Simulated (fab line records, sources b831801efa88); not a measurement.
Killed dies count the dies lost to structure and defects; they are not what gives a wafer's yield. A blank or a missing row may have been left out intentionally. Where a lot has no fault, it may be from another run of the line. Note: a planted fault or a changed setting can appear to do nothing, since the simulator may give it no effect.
Chamber matching + flow sfqLine + SFQ_TRILAYER_I4_CMP_CMP_100 on cmp-01: 4 sister chambers
The step polishes SiO2. 18 wafers are shown with their chamber, then 8 later ones without.

WAFERS PAIRED WITH THEIR CHAMBERS
| wafer  | chamber | motorCurrentA (A) | timeToEndpointS (s) | edgeZonePressureFrac |
|--------|---------|-------------------|---------------------|----------------------|
| L962.2 | 3       | 9.6               | 208                 | 1.007                |
| L962.1 | 1       | 10.2              | 227                 | 1.001                |
| L962.3 | 2       | 10.5              | 214                 | 0.995                |
| L963.2 | 0       | 10.8              | 223                 | 1.002                |
| L963.4 | 3       | 10.0              | 219                 | 0.996                |
| L963.6 | 3       | 9.2               | 219                 | 1.000                |
| L964.1 | 0       | 10.2              | 203                 | 1.004                |
| L964.2 | 2       | 10.0              | 212                 | 0.992                |
| L964.4 | 3       | 9.6               | 202                 | 0.991                |
| L971.1 | 0       | 10.4              | 215                 | 1.006                |
| L971.2 | 1       | 9.6               | 232                 | 1.001                |
| L971.3 | 3       | 8.8               | 204                 | 0.999                |
| L972.2 | 1       | 10.0              | 235                 | 1.000                |
| L972.3 | 2       | 10.9              | 226                 | 1.008                |
| L972.6 | 0       | 11.5              | 224                 | 1.003                |
| L973.2 | 2       | 10.3              | 214                 | 0.999                |
| L973.4 | 3       | 9.5               | 216                 | 1.000                |
| L973.3 | 1       | 10.2              | 229                 | 1.001                |

SIGNATURES (means of the wafers above)
| reading              | chamber 0 | chamber 1 | chamber 2 | chamber 3 | scatter within a chamber |
|----------------------|-----------|-----------|-----------|-----------|--------------------------|
| motorCurrentA        | 10.725    | 10.000    | 10.425    | 9.450     | 0.422                    |
| timeToEndpointS      | 216.25    | 230.75    | 216.50    | 211.33    | 7.24                     |
| edgeZonePressureFrac | 1.00375   | 1.00075   | 0.99850   | 0.99883   | 0.00458                  |
Rule: a wafer's distance from a chamber is the root of the sum, over the readings, of the square of ((its reading less the chamber's mean) divided by the reading's scatter). The wafer belongs to the nearest chamber; if the next one is less than 2 further off, it can't be placed. The scatter: the root of (the sum of the squares of (reading less its chamber's mean) over the shown wafers, divided by (wafers less chambers)).

WAFERS MISSING THEIR CHAMBER
| wafer  | motorCurrentA (A) | timeToEndpointS (s) | edgeZonePressureFrac |
|--------|-------------------|---------------------|----------------------|
| L978.6 | 9.7               | 224                 | 1.001                |
| L979.2 | 10.2              | 245                 | 1.000                |
| L979.4 | 9.6               | 212                 | 1.005                |
| L979.6 | 10.3              | 218                 | 0.996                |
| L980.2 | 10.8              | 251                 | 1.006                |
| L985.3 | 10.2              | 216                 | 0.991                |
| L985.2 | 10.3              | 214                 | 1.007                |
| L985.6 | 10.0              | 237                 | 0.995                |

EACH ONE'S CHAMBER
| wafer  | from the rows above               | in truth |
|--------|-----------------------------------|----------|
| L978.6 | can't be placed: 1 or 3 or 2 or 0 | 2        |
| L979.2 | can't be placed: 1 or 2           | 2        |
| L979.4 | can't be placed: 3 or 2 or 0 or 1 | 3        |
| L979.6 | can't be placed: 2 or 0 or 1 or 3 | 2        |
| L980.2 | can't be placed: 1 or 0 or 2      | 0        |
| L985.3 | can't be placed: 2 or 3 or 1 or 0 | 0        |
| L985.2 | can't be placed: 0 or 2 or 3 or 1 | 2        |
| L985.6 | can't be placed: 1 or 2           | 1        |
Correct placement for 0 of the 8. These rows do not allow placing 8 (true chamber among the candidates in 8). Number placed wrongly: 0.
